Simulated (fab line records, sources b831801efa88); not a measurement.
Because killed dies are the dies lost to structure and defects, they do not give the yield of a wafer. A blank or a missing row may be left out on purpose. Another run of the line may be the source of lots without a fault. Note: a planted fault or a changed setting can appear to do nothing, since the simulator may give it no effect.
fab line records	flow sky130
record lots=6	wafers=18	lastDay=50
route steps=708 shown METAL2@491 PAD_OPEN@708
lots that met no fault: from a run of the same line without faults
startH: hours from the record's first day to the start of the lot's first wafer shown	waitH: hours elapsed since this lot's preceding step	" identical to the entry in the row above	L1.1+2: a single row standing in for several wafers	- no value, or no start was given	* or withheld: withheld	< > ~ a bound
route shown NAME@n: NAME is a module with steps in the file, n the number in the route of the first one	usual: mean/standard deviation of fault-free wafers	same: alike in all rows	chamber/n: place in a boat	sites: per-site readings	_std_site: the standard deviation of these	_edge_site: inner sites' mean taken away from outer sites' mean	radiusMm: how far each site lies from the wafer's centre	mask NAME#n: copy n	behind: tool/chamber where the wafer was last shaped	hold: reason for holding the lot/hours on hold/outcome of the hold	device: the n, p or np transistor that did not switch	end of line: the same wafers' tests at the end of the route	a step with no rows: only its recipe	killed: dies lost to structure and defects at the first sort, not the wafer's yield	map: per-die view of a wafer (x killed, . not killed, _ where there is no die)
set.NAME: the setting that was run; set.NAME@STEP: the one run at that earlier step	model.NAME: the simulator's own value behind a step, which no gauge read
a table for each step, a row for each wafer; lots at some steps of the route
services: from which hour (startH, from the record's first day; less than 0 if before it) a tool's chamber was out of use, for how many hours, and why
## steps
# step SKY_METAL2_HMDS_08
# recipe primeTimeS=60	primeTempC=120
# step SKY_METAL2_COAT_09
# recipe resist=BARC	tempC=withheld	timeS=withheld	spinRpm=3000	resistThkNm=60
# step SKY_METAL2_COAT_10
# recipe resist=KrF-thick	spinRpm=3000	resistThkNm=450
# step SKY_METAL2_SOFTBAKE_11
# recipe tempC=100	timeS=90	resist=KrF-thick
# step SKY_METAL2_EXPOSE_12
# recipe maskId=MM2	na=0.8	sourceShape=annular	sigmaInner=0.55	sigmaOuter=0.85	targetCdNm=140	doseMj=28
# step SKY_METAL2_PEB_13
# recipe pebTempC=withheld	pebTimeS=withheld	resist=KrF-thick
# step SKY_METAL2_DEVELOP_14
# recipe developTimeS=60	resist=KrF-thick	devTempC=21
# step SKY_METAL2_CD_MEAS_15
# recipe targetCdNm=140
# usual cdNm=139.6/1.5
lot.wafer	tool	chamber	startH	waitH	cdNm
L898.2	cdSem-02	-	822.81	-	141.6
L898.4	"	-	"	"	138.4
L898.5	"	-	"	"	140.4
L906.1	cdSem-02	-	887.90	-	138.4
L906.3	"	-	"	"	137.8
L906.6	"	-	"	"	139.0
L909.1	cdSem-01	-	905.05	-	141.4
L909.2	"	-	"	"	140.7
L909.4	"	-	"	"	142.2
L910.1	cdSem-01	-	914.21	-	140.0
L910.4	"	-	"	"	140.2
L910.6	"	-	"	"	140.9
L912.1	cdSem-02	-	936.45	-	138.9
L912.5	"	-	"	"	138.3
L912.6	"	-	"	"	139.3
L920.1	cdSem-02	-	983.76	-	142.2
L920.4	"	-	"	"	142.3
L920.6	"	-	"	"	142.3
# step SKY_METAL2_OVL_MEAS_16
# usual METAL2_OVL=-5/5.6
lot.wafer	tool	chamber	startH	waitH	METAL2_OVL[nm]
L898.2	overlay-01	-	822.91	0.1	-7
L898.4	"	-	"	"	-11
L898.5	"	-	"	"	-11
L906.1	overlay-02	-	888.02	0.1	-12
L906.3	"	-	"	"	-7
L906.6	"	-	"	"	-5
L909.1	overlay-02	-	905.17	0.1	-11
L909.2	"	-	"	"	-11
L909.4	"	-	"	"	-12
L910.1	overlay-02	-	914.33	0.1	-2
L910.4	"	-	"	"	-3
L910.6	"	-	"	"	-3
L912.1	overlay-02	-	936.57	0.1	-9
L912.5	"	-	"	"	-8
L912.6	"	-	"	"	-3
L920.1	overlay-02	-	983.88	0.1	2
L920.4	"	-	"	"	-3
L920.6	"	-	"	"	-3
# step SKY_METAL2_DESCUM_17
# recipe chemistry=O2	sourcePowerW=150	biasPowerW=0	pressureMtorr=10	tempC=40	timeS=8
# usual drypumpMotorCurrentA=5.9/0.46	oesProductAu=1.000/0.0079	tempC=40.01/0.11
lot.wafer	tool	chamber	startH	waitH	drypumpMotorCurrentA	oesProductAu	rfHoursCounterH	tempC
L898.2	rieMetal-01	0	822.94	0.0	6.4	1.000	4	40.02
L898.4	"	0	"	"	6.4	1.012	-	40.04
L898.5	"	0	"	"	6.4	1.000	-	40.15
L906.1	rieMetal-01	1	888.06	0.0	5.2	0.998	1	39.95
L906.3	"	0	"	"	6.4	1.008	-	40.07
L906.6	"	0	"	"	6.4	1.004	-	40.07
L909.1	rieMetal-01	1	905.21	0.0	5.2	1.015	1	40.09
L909.2	"	0	"	"	6.3	1.014	9	39.93
L909.4	"	1	"	"	5.2	0.998	-	40.06
L910.1	rieMetal-02	0	914.37	0.0	6.6	0.999	3	40.00
L910.4	"	0	"	"	6.6	1.008	-	39.94
L910.6	"	0	"	"	6.6	0.998	-	40.07
L912.1	rieMetal-01	0	936.61	0.0	6.4	1.004	10	39.95
L912.5	"	1	"	"	5.2	1.000	-	40.06
L912.6	"	0	"	"	6.3	1.012	-	39.91
L920.1	rieMetal-01	0	983.92	0.0	6.4	0.998	14	39.94
L920.4	"	1	"	"	5.2	0.986	-	40.18
L920.6	"	1	"	"	5.2	0.994	-	40.00
# step SKY_METAL2_ETCH_18
# recipe chemistry=N2/H2	target=BARC	ionEnergyEv=200	biasW=100	pressureMtorr=30	n2FlowSccm=100	h2FlowSccm=200	icpW=500	stopOn=SiO2	timeS=45.9	targetDepthA=600
# usual biasW=99.96/0.27	drypumpMotorCurrentA=5.9/0.46	oesProductAu=0.854/0.005	throttleValvePct=13.224/0.0099
lot.wafer	tool	chamber	startH	waitH	biasW	drypumpMotorCurrentA	oesProductAu	rfHoursCounterH	throttleValvePct
L898.2	rieMetal-01	0	822.97	0.0	100.27	6.4	0.845	4	13.200
L898.4	"	0	"	"	99.69	6.4	0.856	-	13.212
L898.5	"	0	"	"	99.93	6.4	0.848	-	13.213
L906.1	rieMetal-01	1	888.09	0.0	99.86	5.2	0.858	1	13.206
L906.3	"	0	"	"	99.69	6.4	0.852	-	13.230
L906.6	"	0	"	"	100.69	6.4	0.855	-	13.212
L909.1	rieMetal-01	1	905.24	0.0	99.89	5.2	0.868	1	13.200
L909.2	"	0	"	"	99.91	6.4	0.860	9	13.211
L909.4	"	1	"	"	99.86	5.2	0.844	-	13.236
L910.1	rieMetal-02	0	914.40	0.0	100.52	6.6	0.860	3	13.218
L910.4	"	0	"	"	100.01	6.6	0.845	-	13.227
L910.6	"	0	"	"	99.85	6.6	0.852	-	13.223
L912.1	rieMetal-01	0	936.64	0.0	100.36	6.4	0.854	10	13.222
L912.5	"	1	"	"	99.63	5.2	0.859	-	13.210
L912.6	"	0	"	"	100.21	6.4	0.853	-	13.226
L920.1	rieMetal-01	0	983.95	0.0	99.98	6.4	0.852	14	13.231
L920.4	"	1	"	"	100.19	5.2	0.861	-	13.214
L920.6	"	1	"	"	99.98	5.2	0.856	-	13.209
# step SKY_METAL2_METAL_ETCH_19
# recipe targetDepthA=3600	stopOn=SiO2	overEtchFrac=0.3	timeS=78	chemistry=Cl2/BCl3	resistSidewallDeg=88	pressureMtorr=10	icpW=900	biasW=48.5	Cl2_flow_sccm=60	bcl3FlowSccm=30
# usual biasW=48.51/0.15	drypumpMotorCurrentA=5.9/0.46	oesProductAu=0.855/0.0056	throttleValvePct=22.264/0.0092
lot.wafer	tool	chamber	startH	waitH	biasW	drypumpMotorCurrentA	oesProductAu	rfHoursCounterH	throttleValvePct
L898.2	rieMetal-01	0	823.04	0.0	48.61	6.4	0.847	4	22.259
L898.4	"	0	"	"	48.47	6.4	0.844	-	22.257
L898.5	"	0	"	"	48.47	6.4	0.869	-	22.249
L906.1	rieMetal-01	1	888.15	0.0	48.65	5.2	0.850	1	22.267
L906.3	"	0	"	"	48.32	6.3	0.855	-	22.266
L906.6	"	0	"	"	48.75	6.3	0.858	-	22.250
L909.1	rieMetal-01	1	905.30	0.0	48.41	5.2	0.851	1	22.255
L909.2	"	0	"	"	48.48	6.4	0.851	9	22.268
L909.4	"	1	"	"	48.42	5.2	0.861	-	22.261
L910.1	rieMetal-02	0	914.46	0.0	48.71	6.6	0.863	3	22.248
L910.4	"	0	"	"	48.58	6.6	0.862	-	22.263
L910.6	"	0	"	"	48.69	6.6	0.866	-	22.246
L912.1	rieMetal-01	0	936.70	0.0	48.41	6.3	0.857	10	22.258
L912.5	"	1	"	"	48.40	5.2	0.853	-	22.265
L912.6	"	0	"	"	48.41	6.4	0.858	-	22.278
L920.1	rieMetal-01	0	984.01	0.0	48.49	6.4	0.855	14	22.269
L920.4	"	1	"	"	48.88	5.2	0.858	-	22.250
L920.6	"	1	"	"	48.78	5.2	0.850	-	22.260
# step SKY_METAL2_STRIP_20
# recipe chemistry=O2/N2	powerW=1400	pressureMtorr=1500	platenTempC=withheld	o2FlowSccm=3000	n2FlowSccm=300	overashFraction=0.5
# usual chamberPressureMTorr=1499.9/1.3	drypumpMotorCurrentA=5.7/0.51	oesProductAu=0.342/0.0049	stripTimeToEndpointS=2.70/0.033
lot.wafer	tool	chamber	startH	waitH	chamberPressureMTorr	drypumpMotorCurrentA	oesProductAu	rfHoursCounterH	stripTimeToEndpointS	model.KrF-thick_of_METAL2_COAT_10.thkNm
L898.2	plasmaAsher-01	1	823.13	0.1	1499.8	6.5	0.338	71	2.68	0
L898.4	"	1	"	"	1502.3	6.5	0.339	-	2.67	0
L898.5	"	0	"	"	1500.0	5.7	0.348	-	2.67	0
L906.1	plasmaAsher-02	1	888.24	0.1	1499.3	5.6	0.340	43	2.70	0
L906.3	"	0	"	"	1499.5	5.2	0.339	-	2.69	0
L906.6	"	1	"	"	1497.8	5.5	0.346	-	2.70	0
L909.1	plasmaAsher-04	0	905.39	0.1	-	-	-	-	-	158.4
L909.2	"	1	"	"	-	-	-	-	-	157.4
L909.4	"	0	"	"	-	-	-	-	-	156.4
L910.1	plasmaAsher-02	0	914.55	0.1	-	-	-	-	-	157.7
L910.4	"	1	"	"	-	-	-	-	-	156
L910.6	"	0	"	"	-	-	-	-	-	155.7
L912.1	plasmaAsher-04	1	936.79	0.1	1499.2	5.2	0.350	111	2.71	0
L912.5	"	1	"	"	1500.4	5.2	0.337	-	2.72	0
L912.6	"	0	"	"	1501.2	6.3	0.337	-	2.70	0
L920.1	plasmaAsher-04	1	984.10	0.1	1497.8	5.2	0.347	116	2.76	0
L920.4	"	0	"	"	1501.2	6.3	0.334	-	2.74	0
L920.6	"	1	"	"	1500.8	5.2	0.340	-	2.75	0
# step SKY_METAL2_STRIP_21
# recipe chemistry=postEtchResidueRemover	timeS=1200	tempC=72.5
# step SKY_PAD_OPEN_PROBE_99
# usual defectLimitedYield=82.5/1.9	killed_at_M0_to_M3=44/6.4	killed_at_M4_up=3.4/2.1	killedAtContacts=23/5	killedAtFrontEnd=15/4.5	killedAtOther=0.3/0.54	killedDies=86/9.5	killedOnRim=17/3.9	killedOpen=48/6.9	killedShort=38/5.9	sort_bin_3_pad_short=0.8/0.44	sort_bin_5_function=10.5/1.6	sort_bin_6_memory=6.1/1.1	sortNPass=406/9.5	sortYieldPct=82.5/1.9
# same grossDies=492	killedAtBackSide=0	sort_bin_4_leakage[%]=0	sort_bin_8_speed[%]=0
lot.wafer	tool	chamber	startH	waitH	defectLimitedYield[%]	killed_at_M0_to_M3	killed_at_M4_up	killedAtContacts	killedAtFrontEnd	killedAtOther	killedDies	killedOnRim	killedOpen	killedShort	sort_bin_3_pad_short[%]	sort_bin_5_function[%]	sort_bin_6_memory[%]	sortNPass	sortYieldPct[%]
L906.1	prober-02	-	1126.73	0.1	83.5	38	0	29	14	0	81	12	44	37	0.6	8.7	7.1	411	83.5
L906.3	prober-02	-	1126.83	0.2	81.3	47	2	34	8	1	92	17	63	29	0.4	11.2	7.1	400	81.3
L906.6	prober-02	-	1126.98	0.2	83.7	39	4	26	11	0	80	13	42	38	0.4	11.0	4.9	412	83.7
L909.1	prober-01	-	1140.66	0.1	0.4	450	0	24	15	1	490	94	38	47	0.8	91.1	7.7	2	0.4
L909.2	prober-01	-	1140.71	0.1	0.2	442	3	30	16	0	491	96	55	42	0.8	92.1	6.9	1	0.2
L909.4	prober-01	-	1140.81	0.2	0.2	446	4	28	13	0	491	96	56	30	0.6	93.9	5.3	1	0.2
L910.1	prober-02	-	1147.58	0.1	0.2	439	6	28	17	1	491	96	68	38	0.4	90.9	8.5	1	0.2
L910.4	prober-02	-	1147.73	0.2	0	450	4	19	19	0	492	96	53	46	1.2	92.5	6.3	0	0
L910.6	prober-02	-	1147.83	0.2	0.2	443	2	19	27	0	491	95	48	56	1.6	91.9	6.3	1	0.2
# killed by level:class
L906.1 VIA1:geometricParticle:open=10 CONTACT:geometricParticle:open=9 FIELD_ISO:geometricParticle:short=7 LI_CONTACT:geometricParticle:open=7 VIA2:geometricParticle:open=7 CONTACT:geometricParticle:short=6 METAL1:geometricParticle:short=6 LOCAL_INTERCONNECT:geometricParticle:short=4
L906.3 CONTACT:geometricParticle:open=16 VIA1:geometricParticle:open=14 VIA3:geometricParticle:open=10 LI_CONTACT:geometricParticle:open=7 CONTACT:geometricParticle:short=7 VIA2:geometricParticle:open=6 METAL1:geometricParticle:short=5 VIA3:geometricParticle:short=3
L906.6 LI_CONTACT:geometricParticle:open=10 VIA1:geometricParticle:open=9 VIA3:geometricParticle:open=7 POLY_GATE:geometricParticle:short=6 CONTACT:geometricParticle:open=6 VIA2:geometricParticle:open=6 LI_CONTACT:geometricParticle:short=5 VIA2:geometricParticle:short=5
L909.1 VIA2:areaHdpcvd=405 VIA1:geometricParticle:open=9 METAL1:geometricParticle:short=8 CONTACT:geometricParticle:open=7 METAL2:geometricParticle:short=7 FIELD_ISO:geometricParticle:short=5 LI_CONTACT:geometricParticle:open=5 LOCAL_INTERCONNECT:geometricParticle:short=5
L909.2 VIA2:areaHdpcvd=394 VIA1:geometricParticle:open=12 LI_CONTACT:geometricParticle:open=11 METAL2:geometricParticle:short=9 CONTACT:geometricParticle:open=7 LI_CONTACT:geometricParticle:short=4 LOCAL_INTERCONNECT:geometricParticle:short=4 CONTACT:geometricParticle:short=4
L909.4 VIA2:areaHdpcvd=405 CONTACT:geometricParticle:open=11 VIA1:geometricParticle:open=11 VIA2:geometricParticle:open=8 LI_CONTACT:geometricParticle:open=7 VIA3:geometricParticle:open=7 FIELD_ISO:geometricParticle:open=5 VIA1:geometricParticle:short=5
L910.1 VIA2:areaHdpcvd=383 CONTACT:geometricParticle:open=12 VIA2:geometricParticle:open=12 VIA3:geometricParticle:open=11 VIA1:geometricParticle:open=11 METAL2:geometricParticle:short=7 FIELD_ISO:geometricParticle:open=6 VIA2:geometricParticle:short=6
L910.4 VIA2:areaHdpcvd=391 VIA1:geometricParticle:open=24 METAL2:geometricParticle:short=7 VIA3:geometricParticle:open=7 METAL1:geometricParticle:short=6 POLY_GATE:geometricParticle:short=6 VIA2:geometricParticle:open=6 LOCAL_INTERCONNECT:geometricParticle:short=5
L910.6 VIA2:areaHdpcvd=387 METAL1:geometricParticle:short=11 VIA1:geometricParticle:open=10 METAL2:geometricParticle:short=10 CONTACT:geometricParticle:open=7 POLY_GATE:geometricParticle:short=5 POLY_GATE:geometricParticle:open=4 VIA3:geometricParticle:open=4
# map L909.2 (x killed, . not)
__________xxxxxxxxxx_________
________xxxxxxxxxxxxxx_______
______xxxxxxxxxxxxxxxxxx_____
_____xxxxxxxxxxxxxxxxxxxx____
____xxxxxxxxxxxxxxxxxxxxxx___
___xxxxxxxxxxxxxxxxxxxxxxxx__
__xxxxxxxxxxxxxxxxxxxxxxxxxx_
_xxxxxxxxx.xxxxxxxxxxxxxxxxxx
_xxxxxxxxxxxxxxxxxxxxxxxxxxxx
_xxxxxxxxxxxxxxxxxxxxxxxxxxxx
_xxxxxxxxxxxxxxxxxxxxxxxxxxxx
_xxxxxxxxxxxxxxxxxxxxxxxxxxxx
_xxxxxxxxxxxxxxxxxxxxxxxxxxxx
_xxxxxxxxxxxxxxxxxxxxxxxxxxxx
_xxxxxxxxxxxxxxxxxxxxxxxxxxxx
__xxxxxxxxxxxxxxxxxxxxxxxxxx_
___xxxxxxxxxxxxxxxxxxxxxxxx__
____xxxxxxxxxxxxxxxxxxxxxx___
_____xxxxxxxxxxxxxxxxxxxx____
______xxxxxxxxxxxxxxxxxx_____
________xxxxxxxxxxxxxx_______
__________xxxxxxxxxx_________
# map L910.4 (x killed, . not)
__________xxxxxxxxxx_________
________xxxxxxxxxxxxxx_______
______xxxxxxxxxxxxxxxxxx_____
_____xxxxxxxxxxxxxxxxxxxx____
____xxxxxxxxxxxxxxxxxxxxxx___
___xxxxxxxxxxxxxxxxxxxxxxxx__
__xxxxxxxxxxxxxxxxxxxxxxxxxx_
_xxxxxxxxxxxxxxxxxxxxxxxxxxxx
_xxxxxxxxxxxxxxxxxxxxxxxxxxxx
_xxxxxxxxxxxxxxxxxxxxxxxxxxxx
_xxxxxxxxxxxxxxxxxxxxxxxxxxxx
_xxxxxxxxxxxxxxxxxxxxxxxxxxxx
_xxxxxxxxxxxxxxxxxxxxxxxxxxxx
_xxxxxxxxxxxxxxxxxxxxxxxxxxxx
_xxxxxxxxxxxxxxxxxxxxxxxxxxxx
__xxxxxxxxxxxxxxxxxxxxxxxxxx_
___xxxxxxxxxxxxxxxxxxxxxxxx__
____xxxxxxxxxxxxxxxxxxxxxx___
_____xxxxxxxxxxxxxxxxxxxx____
______xxxxxxxxxxxxxxxxxx_____
________xxxxxxxxxxxxxx_______
__________xxxxxxxxxx_________
## services
tool	chamber	startH	hours	kind
rieMetal-02	0	805.95	20.4	repair
plasmaAsher-02	-	817.29	14.6	pm
rieMetal-02	0	826.37	-	clean
rieMetal-02	0	826.37	15.4	scheduledDown
rieMetal-02	0	826.37	15.4	ventCycle
rieMetal-01	1	844.37	-	clean
rieMetal-01	1	844.37	22.6	scheduledDown
rieMetal-01	1	844.37	22.6	ventCycle
plasmaAsher-04	-	849.05	2.3	repair
plasmaAsher-04	-	861.03	1.9	repair
rieMetal-02	0	883.75	9.9	repair
rieMetal-01	1	895.68	5.8	repair
rieMetal-01	-	897.61	0.5	repair
plasmaAsher-01	-	925.21	3.6	repair
rieMetal-02	-	938.92	0.7	repair
plasmaAsher-04	-	941.53	2.4	repair
rieMetal-01	-	942.45	2.6	repair
rieMetal-01	-	942.82	0.3	repair
plasmaAsher-01	-	945.77	7.7	repair
plasmaAsher-02	-	963.70	4.3	repair
plasmaAsher-04	-	976.68	2.8	pm
plasmaAsher-02	-	977.03	2.0	repair
## key
firstSign step=SKY_METAL2_STRIP_20	reading=toolRecord	direction=missing
effect step=SKY_PAD_OPEN_PROBE_99	reading=killed_at_M0_to_M3	direction=up	sigmas=63	usual=44	struck=445
modelEffect step=SKY_METAL2_STRIP_20	value=KrF-thick_of_METAL2_COAT_10.thkNm	without=0	struck=156.9
moreKillsBornAt SKY_VIA2_HDPCVD_00@hdpcvd-01=1204	SKY_VIA2_HDPCVD_00@hdpcvd-02=1160
metAt SKY_METAL2_STRIP_20
struckWafers L909.1,L909.2,L909.4,L910.1,L910.4,L910.6
laterRowsLeftOut L909.1,L909.2,L909.4,L910.1,L910.4,L910.6
onsetBetween 888.24 905.39
fault kind=skippedStepWhole	tool=plasmaAsher-02,plasmaAsher-04	chamber=-	onsetH=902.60	steps=SKY_METAL2_STRIP_20	scope=struckLotsOnly
# laterRowsLeftOut: the simulator's readings of these wafers behind a module that went badly wrong aren't trusted and aren't shown, but for the sort
